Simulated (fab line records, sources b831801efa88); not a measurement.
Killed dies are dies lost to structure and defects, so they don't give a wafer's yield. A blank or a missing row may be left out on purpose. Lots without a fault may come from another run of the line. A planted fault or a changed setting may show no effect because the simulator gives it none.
fab line records | flow gf180mcu
record lots=5 wafers=15 last_day=34
route steps=602 shown HV_LDD@176
lots that met no fault: from a run of the same line without faults
start_h: hours from the record's first day to the start of the lot's first wafer shown | wait_h: hours since the lot's step before | " the same as in the row above | L1.1+2: a row that stands for several wafers | - no value, or no start given | * or withheld: withheld | < > ~ a bound
route shown NAME@n: a module of which the file shows steps, and the number in the route of the first | usual: mean/standard deviation of fault-free wafers | same: alike in all rows | chamber/n: place in a boat | sites: the reading at each site | _std_site: their standard deviation | _edge_site: outer sites' mean less inner sites' | radius_mm: how far each site lies from the wafer's centre | mask NAME#n: copy n | behind: the tool/chamber that last shaped the wafer | hold: why the lot was held/for how many hours/how that ended | device: the transistor (n, p or np) that didn't switch | end of line: the same wafers' tests at the end of the route | a step without rows: its recipe alone | killed: dies lost to structure and defects at the first sort, not the wafer's yield | map: a wafer's dies, x killed, . not, _ none there
set.NAME: the setting as run; set.NAME@STEP: as run at that earlier step | model.NAME: the simulator's own value behind a step, which no gauge read
lots at some steps of the route; a table a step, a row a wafer
services: from which hour (start_h, from the record's first day; less than 0 if before it) a tool's chamber was out of use, for how many hours, and why
## steps
# step GF_HV_LDD_DEHYDRATE_00
# recipe temp_c=200 time_s=60
# columns lot.wafer tool chamber start_h wait_h
L076.1+5+6 litho_track-03 0 218.92 8.3
L079.2+5+6 litho_track-03 0 236.59 8.5
L080.4+5+6 litho_track-04 0 246.98 8.6
L095.4+5+6 litho_track-03 0 375.99 11.3
L096.3+5+6 litho_track-01 0 379.55 10.6
# step GF_HV_LDD_HMDS_01
# recipe prime_time_s=60 prime_temp_c=120
# columns lot.wafer tool chamber start_h wait_h
L076.1+5+6 litho_track-03 0 219.07 0.1
L079.2+5+6 litho_track-03 0 236.74 0.1
L080.4+5+6 litho_track-04 0 247.13 0.1
L095.4+5+6 litho_track-03 0 376.14 0.1
L096.3+5+6 litho_track-01 0 379.70 0.1
# step GF_HV_LDD_COAT_02
# recipe resist=NOVOLAK spin_rpm=3000 resist_thk_nm=1000
# usual dispense_pressure_kPa=51/4.3
# columns lot.wafer tool chamber start_h wait_h dispense_pressure_kPa
L076.1 litho_track-03 0 219.22 0.1 47
L076.5 " 0 " " 47
L076.6 " 0 " " 47
L079.2 litho_track-03 0 236.89 0.1 47
L079.5 " 0 " " 47
L079.6 " 0 " " 47
L080.4 litho_track-04 0 247.28 0.1 55
L080.5 " 0 " " 55
L080.6 " 0 " " 55
L095.4 litho_track-03 0 376.29 0.1 47
L095.5 " 0 " " 47
L095.6 " 0 " " 47
L096.3 litho_track-01 0 379.85 0.1 56
L096.5 " 0 " " 56
L096.6 " 0 " " 56
# step GF_HV_LDD_SOFTBAKE_03
# recipe temp_c=90 time_s=60 resist=NOVOLAK
# columns lot.wafer tool chamber start_h wait_h
L076.1+5+6 litho_track-03 0 219.37 0.1
L079.2+5+6 litho_track-03 0 237.04 0.1
L080.4+5+6 litho_track-04 0 247.43 0.1
L095.4+5+6 litho_track-03 0 376.44 0.1
L096.3+5+6 litho_track-01 0 380.00 0.1
# step GF_HV_LDD_EXPOSE_04
# recipe mask_id=Nplus_LV_AREA target_cd_nm=400 na=0.6 source_shape=conventional sigma_outer=0.6 dose_mj=140
# columns lot.wafer tool chamber start_h wait_h mask
L076.1+5+6 iline_stepper-01 0 - - Nplus_LV_AREA#0
L079.2+5+6 iline_stepper-01 0 - - Nplus_LV_AREA#0
L080.4+5+6 iline_stepper-01 0 - - Nplus_LV_AREA#0
L095.4+5+6 iline_stepper-01 0 - - Nplus_LV_AREA#0
L096.3+5+6 iline_stepper-01 0 - - Nplus_LV_AREA#0
# step GF_HV_LDD_PEB_05
# recipe temp_c=withheld time_s=* resist=NOVOLAK
# columns lot.wafer tool chamber start_h wait_h
L076.1+5+6 litho_track-01 0 - -
L079.2+5+6 litho_track-03 0 - -
L080.4+5+6 litho_track-03 0 - -
L095.4+5+6 litho_track-03 0 - -
L096.3+5+6 litho_track-01 0 - -
# step GF_HV_LDD_DEVELOP_06
# recipe develop_time_s=60 dev_temp_c=23
# columns lot.wafer tool chamber start_h wait_h
L076.1+5+6 litho_track-01 0 228.26 0.1
L079.2+5+6 litho_track-03 0 245.74 0.1
L080.4+5+6 litho_track-03 0 257.09 0.1
L095.4+5+6 litho_track-03 0 387.49 0.1
L096.3+5+6 litho_track-01 0 391.25 0.1
# step GF_HV_LDD_CD_MEAS_07
# recipe target_cd_nm=400
# usual cd_nm=400.6/2.1
# columns lot.wafer tool chamber start_h wait_h cd_nm
L076.1 cd_sem-01 - 228.41 0.1 400.9
L076.5 " - " " 403.6
L076.6 " - " " 399.8
L079.2 cd_sem-02 - 245.95 0.2 400.0
L079.5 " - " " 398.3
L079.6 " - " " 399.1
L080.4 cd_sem-01 - 257.23 0.1 398.5
L080.5 " - " " 397.0
L080.6 " - " " 398.2
L095.4 cd_sem-01 - 387.63 0.1 400.5
L095.5 " - " " 400.2
L095.6 " - " " 398.6
L096.3 cd_sem-02 - 391.39 0.1 400.9
L096.5 " - " " 402.1
L096.6 " - " " 400.9
# step GF_HV_LDD_OVL_MEAS_08
# usual HV_LDD_OVL=0.7/1.4
# columns lot.wafer tool chamber start_h wait_h HV_LDD_OVL[nm]
L076.1 overlay-02 - 228.53 0.1 -0.1
L076.5 " - " " -0.7
L076.6 " - " " 0.0
L079.2 overlay-02 - 246.06 0.1 1.5
L079.5 " - " " 0.4
L079.6 " - " " 1.6
L080.4 overlay-02 - 257.31 0.1 -0.7
L080.5 " - " " -0.9
L080.6 " - " " -2.0
L095.4 overlay-01 - 387.71 0.1 2.1
L095.5 " - " " 2.6
L095.6 " - " " 1.2
L096.3 overlay-02 - 391.49 0.1 2.9
L096.5 " - " " 1.5
L096.6 " - " " 1.7
# step GF_HV_LDD_IMPLANT_09
# recipe species=As energy_kev=40 dose_cm2=1e+14 tilt_deg=6.631
# columns lot.wafer tool chamber start_h wait_h
L076.1+5+6 implanter-04 0 228.56 0.0
L079.2+5+6 implanter-02 0 246.11 0.0
L080.4+5+6 implanter-02 0 257.40 0.1
L095.4+5+6 implanter-02 0 387.80 0.1
L096.3+5+6 implanter-01 0 391.56 0.1
# step GF_HV_LDD_STRIP_10
# recipe chemistry=O2/N2 power_w=1400 pressure_mtorr=1500 platen_temp_c=250 o2_flow_sccm=3000 n2_flow_sccm=300 overash_fraction=0.5
# usual drypump_motor_current_A=5.6/0.47 heater_power_w=325/24 oes_product_au=0.716/0.0044 strip_time_to_endpoint_s=12.61/0.036
# columns lot.wafer tool chamber start_h wait_h drypump_motor_current_A heater_power_w oes_product_au rf_hours_counter_h strip_time_to_endpoint_s
L076.1 plasma_asher-03 0 228.71 0.1 5.1 337 0.716 11 12.61
L076.5 " 1 " " 6.1 348 0.721 - 12.63
L076.6 " 0 " " 5.1 327 0.716 - 12.60
L079.2 plasma_asher-03 1 246.24 0.1 6.2 341 0.710 12 12.58
L079.5 " 0 " " 5.0 326 0.714 - 12.58
L079.6 " 1 " " 6.2 334 0.709 - 12.61
L080.4 plasma_asher-01 0 257.51 0.1 5.6 303 0.715 - 12.57
L080.5 " 1 " " 5.0 349 0.715 - 12.58
L080.6 " 0 " " 5.6 317 0.715 - 12.60
L095.4 plasma_asher-01 1 387.91 0.1 5.0 336 0.720 - 12.58
L095.5 " 1 " " 5.0 341 0.715 - 12.59
L095.6 " 0 " " 5.6 309 0.709 - 12.61
L096.3 plasma_asher-01 1 391.69 0.1 5.0 340 0.711 - 12.59
L096.5 " 0 " " 5.6 309 0.719 - 12.62
L096.6 " 1 " " 4.9 346 0.717 - 12.57
# step GF_HV_LDD_TW_MEAS_11
# usual HV_LDD_TW=2408/31
# columns lot.wafer tool chamber start_h wait_h HV_LDD_TW
L076.1 film_metro-03 - 228.81 0.1 2462
L076.5 " - " " 2467
L076.6 " - " " 2451
L079.2 film_metro-03 - 246.35 0.1 2461
L079.5 " - " " 2447
L079.6 " - " " 2444
L080.4 film_metro-04 - 257.61 0.1 2427
L080.5 " - " " 2433
L080.6 " - " " 2428
L095.4 film_metro-03 - 388.00 0.1 2435
L095.5 " - " " 2417
L095.6 " - " " 2422
L096.3 film_metro-02 - 391.78 0.1 2379
L096.5 " - " " 2386
L096.6 " - " " 2370
# step GF_HV_LDD_DEHYDRATE_12
# recipe temp_c=200 time_s=60
# columns lot.wafer tool chamber start_h wait_h
L076.1+5+6 litho_track-04 0 237.30 8.5
L079.2+5+6 litho_track-04 0 254.63 8.3
L080.4+5+6 litho_track-04 0 266.53 8.9
L095.4+5+6 litho_track-04 0 399.02 11.0
L096.3+5+6 litho_track-01 0 402.25 10.5
# step GF_HV_LDD_HMDS_13
# recipe prime_time_s=60 prime_temp_c=120
# columns lot.wafer tool chamber start_h wait_h
L076.1+5+6 litho_track-04 0 237.45 0.1
L079.2+5+6 litho_track-04 0 254.78 0.1
L080.4+5+6 litho_track-04 0 266.68 0.1
L095.4+5+6 litho_track-04 0 399.17 0.1
L096.3+5+6 litho_track-01 0 402.40 0.1
# step GF_HV_LDD_COAT_14
# recipe resist=NOVOLAK spin_rpm=3000 resist_thk_nm=1000
# usual dispense_pressure_kPa=52/4
# columns lot.wafer tool chamber start_h wait_h dispense_pressure_kPa
L076.1 litho_track-04 0 237.60 0.1 55
L076.5 " 0 " " 55
L076.6 " 0 " " 55
L079.2 litho_track-04 0 254.93 0.1 55
L079.5 " 0 " " 55
L079.6 " 0 " " 55
L080.4 litho_track-04 0 266.83 0.1 55
L080.5 " 0 " " 55
L080.6 " 0 " " 55
L095.4 litho_track-04 0 399.32 0.1 55
L095.5 " 0 " " 55
L095.6 " 0 " " 55
L096.3 litho_track-01 0 402.55 0.1 56
L096.5 " 0 " " 56
L096.6 " 0 " " 56
# step GF_HV_LDD_SOFTBAKE_15
# recipe temp_c=90 time_s=60 resist=NOVOLAK
# columns lot.wafer tool chamber start_h wait_h
L076.1+5+6 litho_track-04 0 237.75 0.1
L079.2+5+6 litho_track-04 0 255.08 0.1
L080.4+5+6 litho_track-04 0 266.98 0.1
L095.4+5+6 litho_track-04 0 399.47 0.1
L096.3+5+6 litho_track-01 0 402.70 0.1
# step GF_HV_LDD_EXPOSE_16
# recipe mask_id=Pplus_LV_AREA target_cd_nm=400 na=0.6 source_shape=conventional sigma_outer=0.6 dose_mj=140
# columns lot.wafer tool chamber start_h wait_h mask
L076.1+5+6 iline_stepper-02 0 - - Pplus_LV_AREA#0
L079.2+5+6 iline_stepper-02 0 - - Pplus_LV_AREA#0
L080.4+5+6 iline_stepper-02 0 - - Pplus_LV_AREA#0
L095.4+5+6 iline_stepper-02 0 - - Pplus_LV_AREA#0
L096.3+5+6 iline_stepper-01 0 - - Pplus_LV_AREA#0
# step GF_HV_LDD_PEB_17
# recipe temp_c=withheld time_s=* resist=NOVOLAK
# columns lot.wafer tool chamber start_h wait_h
L076.1+5+6 litho_track-01 0 - -
L079.2+5+6 litho_track-03 0 - -
L080.4+5+6 litho_track-04 0 - -
L095.4+5+6 litho_track-03 0 - -
L096.3+5+6 litho_track-03 0 - -
# step GF_HV_LDD_DEVELOP_18
# recipe develop_time_s=60 dev_temp_c=23
# columns lot.wafer tool chamber start_h wait_h
L076.1+5+6 litho_track-01 0 246.76 0.1
L079.2+5+6 litho_track-03 0 264.74 0.1
L080.4+5+6 litho_track-04 0 276.08 0.1
L095.4+5+6 litho_track-03 0 410.74 0.1
L096.3+5+6 litho_track-03 0 414.42 0.1
# step GF_HV_LDD_CD_MEAS_19
# recipe target_cd_nm=400
# usual cd_nm=400.3/2.2
# columns lot.wafer tool chamber start_h wait_h cd_nm
L076.1 cd_sem-01 - 246.91 0.1 397.8
L076.5 " - " " 399.2
L076.6 " - " " 399.6
L079.2 cd_sem-02 - 264.89 0.1 402.5
L079.5 " - " " 401.3
L079.6 " - " " 401.5
L080.4 cd_sem-02 - 276.21 0.1 397.7
L080.5 " - " " 394.9
L080.6 " - " " 398.5
L095.4 cd_sem-01 - 410.88 0.1 401.1
L095.5 " - " " 400.2
L095.6 " - " " 401.4
L096.3 cd_sem-02 - 414.56 0.1 403.0
L096.5 " - " " 401.2
L096.6 " - " " 401.5
# step GF_HV_LDD_OVL_MEAS_20
# usual HV_LDD_01_OVL=0.2/1.3
# columns lot.wafer tool chamber start_h wait_h HV_LDD_01_OVL[nm]
L076.1 overlay-02 - 247.03 0.1 -1.0
L076.5 " - " " -1.5
L076.6 " - " " -0.8
L079.2 overlay-02 - 265.00 0.1 0.1
L079.5 " - " " -0.5
L079.6 " - " " 0.9
L080.4 overlay-02 - 276.29 0.1 -0.2
L080.5 " - " " -0.4
L080.6 " - " " 0.3
L095.4 overlay-02 - 410.96 0.1 0.2
L095.5 " - " " -0.2
L095.6 " - " " 1.2
L096.3 overlay-01 - 414.65 0.1 0.4
L096.5 " - " " 2.5
L096.6 " - " " 1.3
# step GF_HV_LDD_IMPLANT_21
# recipe species=BF2 energy_kev=25 dose_cm2=5e+13 tilt_deg=7
# columns lot.wafer tool chamber start_h wait_h
L076.1+5+6 implanter-02 0 247.06 0.0
L079.2+5+6 implanter-01 0 265.05 0.0
L080.4+5+6 implanter-01 0 276.38 0.1
L095.4+5+6 implanter-01 0 411.05 0.1
L096.3+5+6 implanter-01 0 414.72 0.1
# step GF_HV_LDD_STRIP_22
# recipe chemistry=O2/N2 power_w=1400 pressure_mtorr=1500 platen_temp_c=250 o2_flow_sccm=3000 n2_flow_sccm=300 overash_fraction=0.5
# usual drypump_motor_current_A=5.6/0.5 heater_power_w=327/22 oes_product_au=0.716/0.0046 strip_time_to_endpoint_s=12.61/0.035
# columns lot.wafer tool chamber start_h wait_h drypump_motor_current_A heater_power_w oes_product_au rf_hours_counter_h strip_time_to_endpoint_s
L076.1 plasma_asher-03 1 247.21 0.1 6.2 338 0.721 13 12.62
L076.5 " 0 " " 5.1 323 0.729 - 12.62
L076.6 " 1 " " 6.1 340 0.717 - 12.59
L079.2 plasma_asher-01 0 265.18 0.1 5.6 313 0.715 50 12.66
L079.5 " 0 " " 5.6 309 0.719 - 12.65
L079.6 " 1 " " 5.0 347 0.718 - 12.66
L080.4 plasma_asher-04 1 276.49 0.1 6.3 290 0.717 - 12.57
L080.5 " 1 " " 6.2 288 0.709 - 12.59
L080.6 " 0 " " 5.6 357 0.717 - 12.59
L095.4 plasma_asher-04 0 411.16 0.1 5.7 346 0.720 - 12.56
L095.5 " 0 " " 5.6 345 0.716 - 12.55
L095.6 " 1 " " 6.2 285 0.707 - 12.57
L096.3 plasma_asher-01 0 414.86 0.1 5.6 306 0.717 - 12.59
L096.5 " 0 " " 5.6 307 0.718 - 12.57
L096.6 " 1 " " 5.0 344 0.718 - 12.62
# step GF_HV_LDD_TW_MEAS_23
# usual HV_LDD_2_TW=1055/11
# columns lot.wafer tool chamber start_h wait_h HV_LDD_2_TW
L076.1 film_metro-03 - 247.31 0.1 1065
L076.5 " - " " 1068
L076.6 " - " " 1067
L079.2 film_metro-03 - 265.29 0.1 1071
L079.5 " - " " 1059
L079.6 " - " " 1069
L080.4 film_metro-04 - 276.59 0.1 1064
L080.5 " - " " 1054
L080.6 " - " " 1059
L095.4 film_metro-04 - 411.25 0.1 1050
L095.5 " - " " 1045
L095.6 " - " " 1052
L096.3 film_metro-03 - 414.94 0.1 1060
L096.5 " - " " 1070
L096.6 " - " " 1065
# step GF_HV_LDD_DEHYDRATE_24
# recipe temp_c=200 time_s=60
# columns lot.wafer tool chamber start_h wait_h
L076.1+5+6 litho_track-03 0 255.62 8.3
L079.2+5+6 litho_track-03 0 274.04 8.7
L080.4+5+6 litho_track-04 0 286.03 9.4
L095.4+5+6 litho_track-04 0 422.47 11.2
L096.3+5+6 litho_track-01 0 426.30 11.4
# step GF_HV_LDD_HMDS_25
# recipe prime_time_s=60 prime_temp_c=120
# columns lot.wafer tool chamber start_h wait_h
L076.1+5+6 litho_track-03 0 255.77 0.1
L079.2+5+6 litho_track-03 0 274.19 0.1
L080.4+5+6 litho_track-04 0 286.18 0.1
L095.4+5+6 litho_track-04 0 422.62 0.1
L096.3+5+6 litho_track-01 0 426.45 0.1
# step GF_HV_LDD_COAT_26
# recipe resist=NOVOLAK spin_rpm=3000 resist_thk_nm=1000
# usual dispense_pressure_kPa=52/3.9
# columns lot.wafer tool chamber start_h wait_h dispense_pressure_kPa
L076.1 litho_track-03 0 255.92 0.1 47
L076.5 " 0 " " 47
L076.6 " 0 " " 47
L079.2 litho_track-03 0 274.34 0.1 47
L079.5 " 0 " " 47
L079.6 " 0 " " 47
L080.4 litho_track-04 0 286.33 0.1 55
L080.5 " 0 " " 55
L080.6 " 0 " " 55
L095.4 litho_track-04 0 422.77 0.1 55
L095.5 " 0 " " 55
L095.6 " 0 " " 55
L096.3 litho_track-01 0 426.60 0.1 56
L096.5 " 0 " " 56
L096.6 " 0 " " 56
# step GF_HV_LDD_SOFTBAKE_27
# recipe temp_c=90 time_s=60 resist=NOVOLAK
# columns lot.wafer tool chamber start_h wait_h
L076.1+5+6 litho_track-03 0 256.07 0.1
L079.2+5+6 litho_track-03 0 274.49 0.1
L080.4+5+6 litho_track-04 0 286.48 0.1
L095.4+5+6 litho_track-04 0 422.92 0.1
L096.3+5+6 litho_track-01 0 426.75 0.1
# step GF_HV_LDD_EXPOSE_28
# recipe mask_id=Nplus_HV_AREA target_cd_nm=400 na=0.6 source_shape=conventional sigma_outer=0.6 dose_mj=140
# columns lot.wafer tool chamber start_h wait_h mask
L076.1+5+6 iline_stepper-01 0 - - Nplus_HV_AREA#0
L079.2+5+6 iline_stepper-01 0 - - Nplus_HV_AREA#0
L080.4+5+6 iline_stepper-01 0 - - Nplus_HV_AREA#0
L095.4+5+6 iline_stepper-01 0 - - Nplus_HV_AREA#0
L096.3+5+6 iline_stepper-01 0 - - Nplus_HV_AREA#0
# step GF_HV_LDD_PEB_29
# recipe temp_c=withheld time_s=* resist=NOVOLAK
# columns lot.wafer tool chamber start_h wait_h
L076.1+5+6 litho_track-03 0 - -
L079.2+5+6 litho_track-04 0 - -
L080.4+5+6 litho_track-01 0 - -
L095.4+5+6 litho_track-03 0 - -
L096.3+5+6 litho_track-03 0 - -
# step GF_HV_LDD_DEVELOP_30
# recipe develop_time_s=60 dev_temp_c=23
# columns lot.wafer tool chamber start_h wait_h
L076.1+5+6 litho_track-03 0 265.77 0.1
L079.2+5+6 litho_track-04 0 284.78 0.1
L080.4+5+6 litho_track-01 0 295.63 0.1
L095.4+5+6 litho_track-03 0 434.24 0.1
L096.3+5+6 litho_track-03 0 438.32 0.1
# step GF_HV_LDD_CD_MEAS_31
# recipe target_cd_nm=400
# usual cd_nm=400.0/1.9
# columns lot.wafer tool chamber start_h wait_h cd_nm
L076.1 cd_sem-02 - 265.92 0.1 397.9
L076.5 " - " " 398.3
L076.6 " - " " 398.8
L079.2 cd_sem-02 - 284.92 0.1 402.8
L079.5 " - " " 402.5
L079.6 " - " " 402.2
L080.4 cd_sem-01 - 295.77 0.1 398.1
L080.5 " - " " 397.4
L080.6 " - " " 400.2
L095.4 cd_sem-02 - 434.38 0.1 400.1
L095.5 " - " " 399.5
L095.6 " - " " 399.6
L096.3 cd_sem-01 - 438.46 0.1 404.0
L096.5 " - " " 402.8
L096.6 " - " " 401.4
# step GF_HV_LDD_OVL_MEAS_32
# usual HV_LDD_02_OVL=0.3/1.9
# columns lot.wafer tool chamber start_h wait_h HV_LDD_02_OVL[nm]
L076.1 overlay-02 - 266.04 0.1 -0.6
L076.5 " - " " -1.0
L076.6 " - " " -1.3
L079.2 overlay-01 - 285.03 0.1 -1.0
L079.5 " - " " -1.5
L079.6 " - " " -0.6
L080.4 overlay-02 - 295.84 0.1 -2.3
L080.5 " - " " -2.1
L080.6 " - " " -2.5
L095.4 overlay-02 - 434.45 0.1 2.6
L095.5 " - " " 0.1
L095.6 " - " " 1.4
L096.3 overlay-02 - 438.55 0.1 -0.7
L096.5 " - " " -0.2
L096.6 " - " " 0.0
# step GF_HV_LDD_IMPLANT_33
# recipe species=P energy_kev=60.71 dose_cm2=7.5e+12 tilt_deg=30 rotation_deg=0
# columns lot.wafer tool chamber start_h wait_h
L076.1+5+6 implanter-04 0 266.08 0.0
L079.2+5+6 implanter-04 0 285.08 0.0
L080.4+5+6 implanter-04 0 295.94 0.1
L095.4+5+6 implanter-04 0 434.55 0.1
L096.3+5+6 implanter-01 0 438.62 0.1
# step GF_HV_LDD_IMPLANT_34
# recipe species=P energy_kev=60 dose_cm2=7.5e+12 tilt_deg=30 rotation_deg=90
# columns lot.wafer tool chamber start_h wait_h
L076.1+5+6 implanter-04 0 266.23 0.1
L079.2+5+6 implanter-04 0 285.23 0.1
L080.4+5+6 implanter-04 0 296.09 0.1
L095.4+5+6 implanter-04 0 434.70 0.1
L096.3+5+6 implanter-01 0 438.77 0.1
# step GF_HV_LDD_IMPLANT_35
# recipe species=P energy_kev=60 dose_cm2=7.5e+12 tilt_deg=30 rotation_deg=180
# columns lot.wafer tool chamber start_h wait_h
L076.1+5+6 implanter-04 0 266.38 0.1
L079.2+5+6 implanter-04 0 285.38 0.1
L080.4+5+6 implanter-04 0 296.24 0.1
L095.4+5+6 implanter-04 0 434.85 0.1
L096.3+5+6 implanter-01 0 438.92 0.1
# step GF_HV_LDD_IMPLANT_36
# recipe species=P energy_kev=60 dose_cm2=7.5e+12 tilt_deg=30 rotation_deg=270
# columns lot.wafer tool chamber start_h wait_h
L076.1+5+6 implanter-04 0 266.53 0.1
L079.2+5+6 implanter-04 0 285.53 0.1
L080.4+5+6 implanter-04 0 296.39 0.1
L095.4+5+6 implanter-04 0 435.00 0.1
L096.3+5+6 implanter-01 0 439.07 0.1
# step GF_HV_LDD_STRIP_37
# recipe chemistry=O2/N2 power_w=1400 pressure_mtorr=1500 platen_temp_c=250 o2_flow_sccm=3000 n2_flow_sccm=300 overash_fraction=0.5
# usual drypump_motor_current_A=5.7/0.46 heater_power_w=323/26 oes_product_au=0.716/0.0043 strip_time_to_endpoint_s=12.62/0.034
# columns lot.wafer tool chamber start_h wait_h drypump_motor_current_A heater_power_w oes_product_au rf_hours_counter_h strip_time_to_endpoint_s
L076.1 plasma_asher-03 1 266.68 0.1 6.1 346 0.712 14 12.65
L076.5 " 1 " " 6.2 339 0.716 - 12.62
L076.6 " 0 " " 5.0 326 0.711 - 12.70
L079.2 plasma_asher-04 1 285.66 0.1 6.2 289 0.718 64 12.58
L079.5 " 0 " " 5.6 356 0.721 - 12.55
L079.6 " 1 " " 6.2 287 0.712 - 12.57
L080.4 plasma_asher-01 0 296.50 0.1 5.6 313 0.721 - 12.63
L080.5 " 1 " " 4.9 338 0.713 - 12.64
L080.6 " 0 " " 5.6 307 0.714 - 12.67
L095.4 plasma_asher-04 1 435.11 0.1 6.2 289 0.718 - 12.64
L095.5 " 1 " " 6.2 288 0.713 - 12.63
L095.6 " 0 " " 5.7 347 0.713 - 12.63
L096.3 plasma_asher-04 1 439.21 0.1 6.2 299 0.714 - 12.60
L096.5 " 1 " " 6.2 283 0.715 - 12.58
L096.6 " 0 " " 5.6 353 0.723 - 12.62
# step GF_HV_LDD_TW_MEAS_38
# usual HV_LDD_3_TW=1434/12
# columns lot.wafer tool chamber start_h wait_h HV_LDD_3_TW
L076.1 film_metro-04 - 266.78 0.1 1442
L076.5 " - " " 1443
L076.6 " - " " 1447
L079.2 film_metro-02 - 285.77 0.1 1412
L079.5 " - " " 1415
L079.6 " - " " 1420
L080.4 film_metro-04 - 296.59 0.1 1421
L080.5 " - " " 1430
L080.6 " - " " 1429
L095.4 film_metro-04 - 435.20 0.1 1428
L095.5 " - " " 1424
L095.6 " - " " 1426
L096.3 film_metro-03 - 439.29 0.1 1447
L096.5 " - " " 1447
L096.6 " - " " 1452
# step GF_HV_LDD_DEHYDRATE_39
# recipe temp_c=200 time_s=60
# columns lot.wafer tool chamber start_h wait_h
L076.1+5+6 litho_track-04 0 275.25 8.5
L079.2+5+6 litho_track-01 0 294.53 8.8
L080.4+5+6 litho_track-04 0 306.38 9.8
L095.4+5+6 litho_track-01 0 446.98 11.8
L096.3+5+6 litho_track-03 0 450.87 11.6
# step GF_HV_LDD_HMDS_40
# recipe prime_time_s=60 prime_temp_c=120
# columns lot.wafer tool chamber start_h wait_h
L076.1+5+6 litho_track-04 0 275.40 0.1
L079.2+5+6 litho_track-01 0 294.68 0.1
L080.4+5+6 litho_track-04 0 306.53 0.1
L095.4+5+6 litho_track-01 0 447.13 0.1
L096.3+5+6 litho_track-03 0 451.02 0.1
# step GF_HV_LDD_COAT_41
# recipe resist=NOVOLAK spin_rpm=3000 resist_thk_nm=1000
# usual dispense_pressure_kPa=51/4.2
# columns lot.wafer tool chamber start_h wait_h dispense_pressure_kPa
L076.1 litho_track-04 0 275.55 0.1 55
L076.5 " 0 " " 55
L076.6 " 0 " " 55
L079.2 litho_track-01 0 294.83 0.1 56
L079.5 " 0 " " 56
L079.6 " 0 " " 56
L080.4 litho_track-04 0 306.68 0.1 55
L080.5 " 0 " " 55
L080.6 " 0 " " 55
L095.4 litho_track-01 0 447.28 0.1 56
L095.5 " 0 " " 56
L095.6 " 0 " " 56
L096.3 litho_track-03 0 451.17 0.1 47
L096.5 " 0 " " 47
L096.6 " 0 " " 47
# step GF_HV_LDD_SOFTBAKE_42
# recipe temp_c=89.3 time_s=60 resist=NOVOLAK
# columns lot.wafer tool chamber start_h wait_h
L076.1+5+6 litho_track-04 0 275.70 0.1
L079.2+5+6 litho_track-01 0 294.98 0.1
L080.4+5+6 litho_track-04 0 306.83 0.1
L095.4+5+6 litho_track-01 0 447.43 0.1
L096.3+5+6 litho_track-03 0 451.32 0.1
# step GF_HV_LDD_EXPOSE_43
# recipe mask_id=Pplus_HV_AREA target_cd_nm=400 na=0.6 source_shape=conventional sigma_outer=0.6 dose_mj=140
# columns lot.wafer tool chamber start_h wait_h mask
L076.1+5+6 iline_stepper-01 0 - - Pplus_HV_AREA#0
L079.2+5+6 iline_stepper-01 0 - - Pplus_HV_AREA#0
L080.4+5+6 iline_stepper-01 0 - - Pplus_HV_AREA#0
L095.4+5+6 iline_stepper-02 0 - - Pplus_HV_AREA#0
L096.3+5+6 iline_stepper-02 0 - - Pplus_HV_AREA#0
# step GF_HV_LDD_PEB_44
# recipe temp_c=withheld time_s=* resist=NOVOLAK
# columns lot.wafer tool chamber start_h wait_h
L076.1+5+6 litho_track-04 0 - -
L079.2+5+6 litho_track-01 0 - -
L080.4+5+6 litho_track-03 0 - -
L095.4+5+6 litho_track-03 0 - -
L096.3+5+6 litho_track-01 0 - -
# step GF_HV_LDD_DEVELOP_45
# recipe develop_time_s=60 dev_temp_c=23
# columns lot.wafer tool chamber start_h wait_h
L076.1+5+6 litho_track-04 0 285.80 0.1
L079.2+5+6 litho_track-01 0 305.73 0.1
L080.4+5+6 litho_track-03 0 316.19 0.1
L095.4+5+6 litho_track-03 0 459.59 0.1
L096.3+5+6 litho_track-01 0 463.00 0.1
# step GF_HV_LDD_CD_MEAS_46
# recipe target_cd_nm=400
# usual cd_nm=399.4/2.6
# columns lot.wafer tool chamber start_h wait_h cd_nm
L076.1 cd_sem-01 - 285.95 0.1 402.5
L076.5 " - " " 402.1
L076.6 " - " " 404.5
L079.2 cd_sem-02 - 305.88 0.1 395.3
L079.5 " - " " 395.7
L079.6 " - " " 395.5
L080.4 cd_sem-01 - 316.33 0.1 404.7
L080.5 " - " " 404.1
L080.6 " - " " 402.1
L095.4 cd_sem-01 - 459.73 0.1 399.6
L095.5 " - " " 400.6
L095.6 " - " " 401.4
L096.3 cd_sem-02 - 463.14 0.1 397.0
L096.5 " - " " 397.8
L096.6 " - " " 396.3
# step GF_HV_LDD_OVL_MEAS_47
# usual HV_LDD_03_OVL=0.2/1.7
# columns lot.wafer tool chamber start_h wait_h HV_LDD_03_OVL[nm]
L076.1 overlay-02 - 286.07 0.1 -2.8
L076.5 " - " " -1.9
L076.6 " - " " -3.4
L079.2 overlay-02 - 306.01 0.1 -1.3
L079.5 " - " " -2.0
L079.6 " - " " -1.6
L080.4 overlay-02 - 316.41 0.1 -0.4
L080.5 " - " " 0.3
L080.6 " - " " -0.4
L095.4 overlay-01 - 459.80 0.1 0.8
L095.5 " - " " 0.5
L095.6 " - " " 0.2
L096.3 overlay-01 - 463.24 0.1 1.4
L096.5 " - " " 0.4
L096.6 " - " " 0.1
# step GF_HV_LDD_IMPLANT_48
# recipe species=B energy_kev=25 dose_cm2=3e+13 tilt_deg=7
# columns lot.wafer tool chamber start_h wait_h
L076.1+5+6 implanter-04 0 286.11 0.0
L079.2+5+6 implanter-01 0 306.33 0.3
L080.4+5+6 implanter-01 0 316.50 0.1
L095.4+5+6 implanter-02 0 459.90 0.1
L096.3+5+6 implanter-01 0 463.31 0.1
## services
# columns tool chamber start_h hours kind
implanter-04 - 199.17 4.1 repair
implanter-02 - 213.06 4.2 repair
iline_stepper-02 - 218.70 4.3 repair
implanter-01 - 219.62 9.0 pm
implanter-01 - 229.69 2.5 repair
implanter-04 - 229.95 1.3 repair
implanter-01 - 236.47 1.2 repair
implanter-04 - 237.96 2.8 pm
implanter-02 - 243.88 1.2 repair
iline_stepper-02 - 259.22 4.4 pm
iline_stepper-02 - 268.69 1.7 pm
plasma_asher-03 - 269.81 0.5 repair
implanter-01 - 270.02 5.9 repair
iline_stepper-02 - 270.94 16.0 repair
implanter-01 - 281.08 2.5 pm
implanter-02 - 304.23 4.0 repair
iline_stepper-01 - 311.55 1.7 pm
implanter-02 - 370.71 7.2 pm
implanter-04 - 394.60 2.1 repair
iline_stepper-02 - 418.46 28.9 pm
implanter-04 - 436.74 3.5 pm
plasma_asher-01 - 440.60 0.4 repair
implanter-04 - 461.10 5.4 repair
## key
fault none
